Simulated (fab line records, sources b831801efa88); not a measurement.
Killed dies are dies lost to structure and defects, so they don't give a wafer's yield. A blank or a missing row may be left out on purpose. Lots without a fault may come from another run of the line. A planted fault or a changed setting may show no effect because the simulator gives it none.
Tool commonality check | flow sky130 | 14 lots, 42 wafers sampled

WHY IT WAS OPENED
At SKY_SD_P_CD_MEAS_07 the reading cd_nm is flagged on 2 of 14 lots. Wafers without a fault read 380.2 nm, standard deviation 2.4.
Rule: a lot is flagged when every wafer of it that has a number lies more than 4 standard deviations from that mean, or none has a number. The other lots count as sound.

lot  | measured     | on        | cd_nm (nm), wafer by wafer | flag
L849 | day 25 17:32 | cd_sem-02 | 379.8 384.7 383.5          |
L850 | day 25 22:51 | cd_sem-02 | 382.9 381.3 383.5          |
L851 | day 26 04:18 | cd_sem-02 | 378.6 381.2 382.5          |
L852 | day 26 10:43 | cd_sem-01 | 380.6 380.1 381.2          |
L854 | day 27 04:12 | cd_sem-01 | 375.6 375.9 376.3          |
L859 | day 28 17:33 | cd_sem-02 | 378.8 380.2 377.9          |
L860 | day 29 07:53 | cd_sem-01 | 450.8 449.7 449.7          | FLAGGED
L861 | day 29 16:25 | cd_sem-02 | 445.5 447.1 446.5          | FLAGGED
L867 | day 31 14:58 | cd_sem-01 | 377.7 379.7 379.3          |
L868 | day 31 18:53 | cd_sem-01 | 385.8 383.4 383.2          |
L869 | day 32 03:36 | cd_sem-01 | 382.7 383.2 382.1          |
L870 | day 32 13:06 | cd_sem-02 | 380.5 381.2 377.5          |
L871 | day 32 19:52 | cd_sem-01 | 377.8 379.0 378.4          |
L872 | day 33 00:36 | cd_sem-02 | 382.9 381.8 380.1          |
The numbers of the flagged lots are 448.2 nm on average: +68.0 nm against the usual, or +28 standard deviations.

WHICH TOOL RAN EACH LOT
The record holds 2 process steps before the reading, out of a route of 708 steps. In each cell: the tool, then ch and the chambers that the sampled wafers went through, then the start.
lot  | flag    | SKY_POLY_CUT_ETCH_10               | SKY_SD_P_COAT_02
L849 |         | rie_diel-03 ch 0,2,3, day 24 11:14 | litho_track-04 ch 0, day 25 02:09
L850 |         | rie_diel-04 ch 1,2,3, day 24 17:15 | litho_track-01 ch 0, day 25 08:15
L851 |         | rie_diel-04 ch 3, day 24 22:00     | litho_track-03 ch 0, day 25 13:19
L852 |         | rie_diel-01 ch 0,2,3, day 25 05:24 | litho_track-03 ch 0, day 25 20:01
L854 |         | rie_diel-04 ch 0,1,3, day 25 22:54 | litho_track-03 ch 0, day 26 13:10
L859 |         | rie_diel-03 ch 0,3, day 27 12:59   | litho_track-01 ch 0, day 28 03:35
L860 | FLAGGED | rie_diel-01 ch 0,2, day 28 04:15   | litho_track-03 ch 0, day 28 17:35
L861 | FLAGGED | rie_diel-01 ch 1,2,3, day 28 12:44 | litho_track-03 ch 0, day 29 01:59
L867 |         | rie_diel-03 ch 1,2, day 30 10:41   | litho_track-04 ch 0, day 31 00:52
L868 |         | rie_diel-01 ch 0,2,3, day 30 15:39 | litho_track-01 ch 0, day 31 05:23
L869 |         | rie_diel-03 ch 0,2,3, day 31 00:15 | litho_track-03 ch 0, day 31 13:43
L870 |         | rie_diel-03 ch 1,2,3, day 31 10:06 | litho_track-04 ch 0, day 31 23:30
L871 |         | rie_diel-04 ch 0,2, day 31 16:18   | litho_track-01 ch 0, day 32 05:51
L872 |         | rie_diel-03 ch 1,2, day 31 22:18   | litho_track-01 ch 0, day 32 11:38
What these steps do:
- SKY_POLY_CUT_ETCH_10: etches BARC in N2/H2, stops on SiO2, time 45.9 s, target depth 60 nm.
- SKY_SD_P_COAT_02: resist thk 1140 nm.
- SKY_SD_P_CD_MEAS_07: target cd 380 nm.

FLAGGED OVER TOTAL, TOOL BY TOOL (the gauges that took the reading come last)
step                 | tool           | lots run | flagged | share of the flagged lots | sound lots run after its first flagged lot
SKY_POLY_CUT_ETCH_10 | rie_diel-01    | 4        | 2       | all                       | 1 (L868)
SKY_POLY_CUT_ETCH_10 | rie_diel-03    | 6        | 0       | none                      | -
SKY_POLY_CUT_ETCH_10 | rie_diel-04    | 4        | 0       | none                      | -
SKY_SD_P_COAT_02     | litho_track-01 | 5        | 0       | none                      | -
SKY_SD_P_COAT_02     | litho_track-03 | 6        | 2       | all                       | 1 (L869)
SKY_SD_P_COAT_02     | litho_track-04 | 3        | 0       | none                      | -
SKY_SD_P_CD_MEAS_07  | cd_sem-01      | 7        | 1       | some                      | 4 (L867,L868,L869,L871)
SKY_SD_P_CD_MEAS_07  | cd_sem-02      | 7        | 1       | some                      | 2 (L870,L872)

WHAT THE TABLE ALLOWS
2 rows of the table ran every flagged lot: rie_diel-01 at SKY_POLY_CUT_ETCH_10, litho_track-03 at SKY_SD_P_COAT_02.
- rie_diel-01 at SKY_POLY_CUT_ETCH_10: 2 of its 4 lots flagged. Sound lots ran on it after the first flagged one (L868), which a lasting fault on the whole tool wouldn't allow.
- litho_track-03 at SKY_SD_P_COAT_02: 2 of its 6 lots flagged. Sound lots ran on it after the first flagged one (L869), which a lasting fault on the whole tool wouldn't allow.
No row of the table ran every flagged lot and no sound lot after the first.

WHAT THE SIMULATOR HAD PUT IN
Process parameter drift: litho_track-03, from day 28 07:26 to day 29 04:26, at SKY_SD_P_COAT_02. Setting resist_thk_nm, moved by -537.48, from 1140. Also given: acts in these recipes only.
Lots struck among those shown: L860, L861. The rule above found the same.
